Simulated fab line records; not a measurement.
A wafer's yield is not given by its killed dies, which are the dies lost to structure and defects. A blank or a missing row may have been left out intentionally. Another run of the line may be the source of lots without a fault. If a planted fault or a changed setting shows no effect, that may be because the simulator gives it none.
Chamber matching || flow sky130 || SKY_SONOS_ONO_ETCH_15 on rie_diel-04: 4 sister chambers
The step etches the open film in CHF3/O2, target depth 19.52 nm, time 7.8 s. 8 wafers are shown with their chamber, then 7 later ones without.

== WAFERS PAIRED WITH THEIR CHAMBERS ==
{"wafer": "L175.3", "chamber": 3, "drypump_motor_current_A (A)": 6.0, "oes_product_au (a.u.)": 0.999}
{"wafer": "L179.1", "chamber": 0, "drypump_motor_current_A (A)": 5.4, "oes_product_au (a.u.)": 0.997}
{"wafer": "L179.6", "chamber": 2, "drypump_motor_current_A (A)": 4.9, "oes_product_au (a.u.)": 0.992}
{"wafer": "L189.1", "chamber": 2, "drypump_motor_current_A (A)": 4.9, "oes_product_au (a.u.)": 0.995}
{"wafer": "L189.3", "chamber": 1, "drypump_motor_current_A (A)": 4.9, "oes_product_au (a.u.)": 1.009}
{"wafer": "L189.4", "chamber": 3, "drypump_motor_current_A (A)": 6.0, "oes_product_au (a.u.)": 1.007}
{"wafer": "L190.3", "chamber": 1, "drypump_motor_current_A (A)": 5.0, "oes_product_au (a.u.)": 0.996}
{"wafer": "L190.4", "chamber": 0, "drypump_motor_current_A (A)": 5.4, "oes_product_au (a.u.)": 0.995}

== WAFERS WITH NO CHAMBER GIVEN ==
{"wafer": "L190.5", "drypump_motor_current_A (A)": 5.5, "oes_product_au (a.u.)": 0.994}
{"wafer": "L191.1", "drypump_motor_current_A (A)": 6.0, "oes_product_au (a.u.)": 1.016}
{"wafer": "L191.3", "drypump_motor_current_A (A)": 4.8, "oes_product_au (a.u.)": 0.993}
{"wafer": "L191.5", "drypump_motor_current_A (A)": 4.9, "oes_product_au (a.u.)": 0.994}
{"wafer": "L195.1", "drypump_motor_current_A (A)": 4.8, "oes_product_au (a.u.)": 0.991}
{"wafer": "L195.3", "drypump_motor_current_A (A)": 5.9, "oes_product_au (a.u.)": 1.001}
{"wafer": "L195.5", "drypump_motor_current_A (A)": 4.8, "oes_product_au (a.u.)": 0.985}

== CHAMBER TAKEN BY EACH ==
{"wafer": "L190.5", "from the rows above": 0, "in truth": 0}
{"wafer": "L191.1", "from the rows above": 3, "in truth": 3}
{"wafer": "L191.3", "from the rows above": "can't be placed: 2 or 1", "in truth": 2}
{"wafer": "L191.5", "from the rows above": "can't be placed: 2 or 1", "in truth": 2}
{"wafer": "L195.1", "from the rows above": "can't be placed: 2 or 1", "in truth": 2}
{"wafer": "L195.3", "from the rows above": 3, "in truth": 3}
{"wafer": "L195.5", "from the rows above": 2, "in truth": 2}
4 of 7 placed correctly. These rows do not allow placing 3 (true chamber among the candidates in 3). 0 placed wrongly.
How it was worked out, from the rows above alone: a wafer's distance from a chamber is the root of the sum, over the readings, of the square of ((its reading less the chamber's mean) divided by the reading's scatter). If the next closest chamber is less than 2 further off than the closest, the wafer can't be placed; otherwise it belongs to the closest. A chamber's mean is the mean of its shown wafers. The scatter: take each reading less its chamber's mean, square it, sum over the shown wafers, divide by the number of wafers less the number of chambers, and take the root.
